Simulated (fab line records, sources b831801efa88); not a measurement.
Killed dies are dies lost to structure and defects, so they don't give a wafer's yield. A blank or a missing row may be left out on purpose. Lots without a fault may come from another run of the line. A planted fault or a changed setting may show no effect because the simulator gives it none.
Which tool did it? | flow sky130 | 6 lots, 18 wafers sampled, at 2 steps of a route of 708

WHAT THE GAUGES READ, wafer by wafer
SKY_SONOS_ONO_THK_MEAS_05.
lot  | measured     | on            | SONOS_ONO_CVD_04_THK (nm)
L989 | day 12 10:33 | film_metro-04 | 5.65 5.72 5.63
L990 | day 12 16:02 | film_metro-03 | 5.79 5.66 5.68
L992 | day 13 08:10 | film_metro-01 | 5.54 5.65 5.69
L998 | day 15 10:09 | film_metro-04 | 6.31 6.34 6.38
L100 | day 16 02:59 | film_metro-01 | 6.49 6.39 6.42
L108 | day 18 15:17 | film_metro-03 | 5.71 5.77 5.65

WHICH TOOL RAN EACH LOT (tool, then ch and the chambers of the sampled wafers, then the start)
lot  | SKY_SONOS_ONO_CVD_04
L989 | lpcvd-03 ch 0, day 12 09:17
L990 | lpcvd-03 ch 1, day 12 14:45
L992 | lpcvd-03 ch 1, day 13 06:54
L998 | lpcvd-03 ch 0, day 15 08:53
L100 | lpcvd-03 ch 0, day 16 01:44
L108 | lpcvd-03 ch 0, day 18 14:02
- SKY_SONOS_ONO_CVD_04: deposits SiO2 from SiH4/N2O, target thk 5.7199 nm.

THE ANSWER, worked out from the rows above alone
Rule: what is usual is taken from the lots themselves. Put in order of their means at a reading, lots are off if they are a third of the lots or fewer, leave a main group of 4 or more, and stand apart from it by a gap of 3 or more times the standard deviation of the main group's means; of several such gaps the widest counts. A main group whose means are all the same, to the digits that the tables above print for the reading, isn't used. A lot without any number at a reading at which 4 lots or more have one is off too. The other lots that the step has rows for count as sound.
Off: L998, L100, at SKY_SONOS_ONO_THK_MEAS_05 (SONOS_ONO_CVD_04_THK). The main group: mean 5.68 nm, standard deviation 0.035.
A tool fits if, at a process step before that reading, it ran every lot that is off, and no sound lot after the first of them. The gauges at SKY_SONOS_ONO_THK_MEAS_05 are tried like those tools. None of those tried fits.

WHAT THE SIMULATOR HAD PUT IN
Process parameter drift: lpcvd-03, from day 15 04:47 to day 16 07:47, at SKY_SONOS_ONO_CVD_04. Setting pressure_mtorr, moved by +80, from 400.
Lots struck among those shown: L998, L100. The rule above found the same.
